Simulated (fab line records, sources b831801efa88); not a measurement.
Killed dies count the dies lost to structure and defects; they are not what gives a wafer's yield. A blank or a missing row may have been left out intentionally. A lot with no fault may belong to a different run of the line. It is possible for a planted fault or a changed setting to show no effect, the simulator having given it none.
Which tool did it? + flow gf180mcu + Sampling: 13 lots, 39 wafers, 5 of 602 route steps

== WHAT EACH GAUGE READ, for each wafer ==
GF_V3_THK_MEAS_01.
| lot  | measured     | on           | V3_CVD_00_THK (nm)      |
|------|--------------|--------------|-------------------------|
| L271 | day 21 23:50 | filmMetro-03 | 602 599 599             |
| L274 | day 23 08:30 | filmMetro-03 | 600 609 603             |
| L275 | day 23 15:14 | filmMetro-01 | 301 306 304 302 306 304 |
| L276 | day 24 04:01 | filmMetro-01 | 299 307 306 299 307 305 |
| L277 | day 24 04:11 | filmMetro-03 | 607 609 616             |
| L282 | day 26 01:47 | filmMetro-03 | 604 603 598             |
| L284 | day 26 12:36 | filmMetro-03 | 601 606 602             |
| L285 | day 26 19:33 | filmMetro-01 | 611 609 602             |
| L288 | day 27 20:11 | filmMetro-01 | 597 599 600             |
| L289 | day 28 02:27 | filmMetro-03 | 606 600 599             |
| L290 | day 28 05:04 | filmMetro-02 | 602 602 607             |
| L292 | day 28 20:44 | filmMetro-03 | 595 591 599             |
| L293 | day 29 05:49 | filmMetro-02 | 614 609 608             |

== WHAT TOOL EACH LOT RAN ON (gives the tool, then ch and the chambers of the sampled wafers, and finally the start) ==
| lot  | GF_V2_ETCH_16                     | GF_M3_SPUTTER_00            | GF_M3_SPUTTER_01            | GF_V3_CVD_00                     |
|------|-----------------------------------|-----------------------------|-----------------------------|----------------------------------|
| L271 | rieDiel-02 ch 1,2,3, day 20 21:09 | pvdSputter-03, day 20 22:31 | pvdSputter-03, day 20 22:37 | hdpcvd-02 ch 0,1,2, day 21 23:44 |
| L274 | rieDiel-02 ch 2,3, day 22 06:51   | pvdSputter-01, day 22 08:13 | pvdSputter-01, day 22 08:19 | hdpcvd-01 ch 0,1,2, day 23 08:25 |
| L275 | rieDiel-01 ch 0,3, day 22 13:12   | pvdSputter-02, day 22 14:34 | pvdSputter-02, day 22 14:40 | hdpcvd-01 ch 0,2, day 23 15:10   |
| L276 | rieDiel-04 ch 1,2,3, day 23 03:12 | pvdSputter-03, day 23 04:34 | pvdSputter-03, day 23 04:40 | hdpcvd-01 ch 1,2, day 24 03:56   |
| L277 | rieDiel-02 ch 1,2,3, day 23 03:33 | pvdSputter-02, day 23 04:55 | pvdSputter-02, day 23 05:01 | hdpcvd-02 ch 0,1,2, day 24 04:07 |
| L282 | rieDiel-04 ch 3, day 25 01:57     | pvdSputter-02, day 25 03:25 | pvdSputter-02, day 25 03:31 | hdpcvd-02 ch 0,1, day 26 01:40   |
| L284 | rieDiel-04 ch 0,1,3, day 25 13:16 | pvdSputter-03, day 25 14:38 | pvdSputter-03, day 25 14:44 | hdpcvd-02 ch 0,1, day 26 12:30   |
| L285 | rieDiel-02 ch 0,1,3, day 25 19:59 | pvdSputter-02, day 25 21:34 | pvdSputter-02, day 25 21:40 | hdpcvd-02 ch 0,1,2, day 26 19:29 |
| L288 | rieDiel-01 ch 1,2, day 26 21:10   | pvdSputter-01, day 26 22:34 | pvdSputter-01, day 26 22:40 | hdpcvd-01 ch 1,2, day 27 20:06   |
| L289 | rieDiel-02 ch 0,1, day 27 03:28   | pvdSputter-03, day 27 04:50 | pvdSputter-03, day 27 04:56 | hdpcvd-01 ch 1,2, day 28 02:23   |
| L290 | rieDiel-01 ch 0,1, day 27 06:19   | pvdSputter-01, day 27 07:45 | pvdSputter-01, day 27 07:51 | hdpcvd-02 ch 0,1,2, day 28 04:57 |
| L292 | rieDiel-02 ch 0,2, day 27 22:58   | pvdSputter-01, day 28 00:28 | pvdSputter-01, day 28 00:34 | hdpcvd-01 ch 0,1,2, day 28 20:40 |
| L293 | rieDiel-02 ch 0,1,2, day 28 07:51 | pvdSputter-03, day 28 09:37 | pvdSputter-03, day 28 09:43 | hdpcvd-02 ch 0,1, day 29 05:45   |
- GF_V2_ETCH_16: etches BARC in N2/H2.
- GF_M3_SPUTTER_00: material Ti, target thk 37.5 nm, time 150 s.
- GF_M3_SPUTTER_01: material TiN, target thk 30 nm, time 25 s.
- GF_V3_CVD_00: deposits SiO2, target thk 600 nm, time 100 s.

== WHAT THE TOOLS THEMSELVES READ (means of the sampled wafers that have a number; where no wafer has one, the mark that the record gives instead) ==
GF_V2_ETCH_16.
| lot  | tool       | drypumpMotorCurrentA (A) | n2FlowSccm (sccm) | oesProductAu (a.u.) | throttleValvePct (%) |
|------|------------|--------------------------|-------------------|---------------------|----------------------|
| L271 | rieDiel-02 | 4.9                      | 100.01            | 0.854               | 13.220               |
| L274 | rieDiel-02 | 5.0                      | 100.29            | 0.855               | 13.225               |
| L275 | rieDiel-01 | 5.8                      | 99.85             | 0.852               | 13.223               |
| L276 | rieDiel-04 | 5.5                      | 100.35            | 0.857               | 13.231               |
| L277 | rieDiel-02 | 4.9                      | 99.91             | 0.853               | 13.223               |
| L282 | rieDiel-04 | 5.6                      | 99.74             | 0.855               | 13.225               |
| L284 | rieDiel-04 | 5.5                      | 99.91             | 0.854               | 13.224               |
| L285 | rieDiel-02 | 5.1                      | 100.20            | 0.854               | 13.229               |
| L288 | rieDiel-01 | 5.4                      | 99.79             | 0.857               | 13.215               |
| L289 | rieDiel-02 | 5.2                      | 99.97             | 0.854               | 13.218               |
| L290 | rieDiel-01 | 6.1                      | 100.04            | 0.852               | 13.232               |
| L292 | rieDiel-02 | 5.4                      | 99.85             | 0.854               | 13.212               |
| L293 | rieDiel-02 | 5.2                      | 100.33            | 0.859               | 13.224               |

GF_M3_SPUTTER_00.
| lot  | tool          | throttleValvePct (%) |
|------|---------------|----------------------|
| L271 | pvdSputter-03 | 29.6                 |
| L274 | pvdSputter-01 | 30.2                 |
| L275 | pvdSputter-02 | 31.0                 |
| L276 | pvdSputter-03 | 30.1                 |
| L277 | pvdSputter-02 | 31.8                 |
| L282 | pvdSputter-02 | 30.0                 |
| L284 | pvdSputter-03 | 29.6                 |
| L285 | pvdSputter-02 | 31.3                 |
| L288 | pvdSputter-01 | 30.3                 |
| L289 | pvdSputter-03 | 29.8                 |
| L290 | pvdSputter-01 | 30.4                 |
| L292 | pvdSputter-01 | 30.4                 |
| L293 | pvdSputter-03 | 30.0                 |

GF_M3_SPUTTER_01.
| lot  | tool          | throttleValvePct (%) |
|------|---------------|----------------------|
| L271 | pvdSputter-03 | 29.4                 |
| L274 | pvdSputter-01 | 30.5                 |
| L275 | pvdSputter-02 | 31.0                 |
| L276 | pvdSputter-03 | 30.3                 |
| L277 | pvdSputter-02 | 31.8                 |
| L282 | pvdSputter-02 | 30.1                 |
| L284 | pvdSputter-03 | 29.6                 |
| L285 | pvdSputter-02 | 31.5                 |
| L288 | pvdSputter-01 | 30.2                 |
| L289 | pvdSputter-03 | 29.8                 |
| L290 | pvdSputter-01 | 30.4                 |
| L292 | pvdSputter-01 | 30.5                 |
| L293 | pvdSputter-03 | 30.0                 |

GF_V3_CVD_00.
| lot  | tool      | pressureMtorr (mTorr) | sih4FlowSccm (sccm) |
|------|-----------|-----------------------|---------------------|
| L271 | hdpcvd-02 | 5.998                 | 60.04               |
| L274 | hdpcvd-01 | 5.997                 | 60.09               |
| L275 | hdpcvd-01 | 6.002                 | 29.92               |
| L276 | hdpcvd-01 | 6.017                 | 30.06               |
| L277 | hdpcvd-02 | 6.000                 | 60.04               |
| L282 | hdpcvd-02 | 5.998                 | 60.09               |
| L284 | hdpcvd-02 | 5.985                 | 59.83               |
| L285 | hdpcvd-02 | 5.995                 | 59.76               |
| L288 | hdpcvd-01 | 6.017                 | 60.09               |
| L289 | hdpcvd-01 | 5.989                 | 60.24               |
| L290 | hdpcvd-02 | 6.007                 | 60.03               |
| L292 | hdpcvd-01 | 6.010                 | 59.92               |
| L293 | hdpcvd-02 | 5.994                 | 60.20               |

== THE ANSWER, worked out from the rows above alone ==
Rule: what is usual is taken from the lots themselves. The widest of any qualifying gaps counts: lots, ordered by their means at a reading, are off when they make up no more than a third of the lots, leave a main group of 4 or more, and stand apart from it by 3 or more times the standard deviation of that group's means. If all means in a main group match to the digits the tables above print for the reading, that group is not used. Also off: a lot with no number at a reading for which 4 or more lots have one. Where the step has rows for the other lots, those lots are counted as sound. After the gauges, taken in route order, come the tools' own readings; for these a lot's mean is taken, as printed above. The first step at which some lot is off is used, and at that step the reading that is off furthest; a lot without a number counts as furthest.
Off: at GF_V3_THK_MEAS_01 (V3_CVD_00_THK), L275, L276. The main group: mean 603 nm, standard deviation 4.5.
A tool fits if, at a process step before that reading, it ran every lot that is off, and no sound lot after the first of them. The gauges at GF_V3_THK_MEAS_01 aren't tried: what is off there is off at GF_V3_CVD_00 too, on other tools, and a gauge's error can't cause that. Of those tried, none fits.

== WHAT HAD BEEN PUT IN BY THE SIMULATOR ==
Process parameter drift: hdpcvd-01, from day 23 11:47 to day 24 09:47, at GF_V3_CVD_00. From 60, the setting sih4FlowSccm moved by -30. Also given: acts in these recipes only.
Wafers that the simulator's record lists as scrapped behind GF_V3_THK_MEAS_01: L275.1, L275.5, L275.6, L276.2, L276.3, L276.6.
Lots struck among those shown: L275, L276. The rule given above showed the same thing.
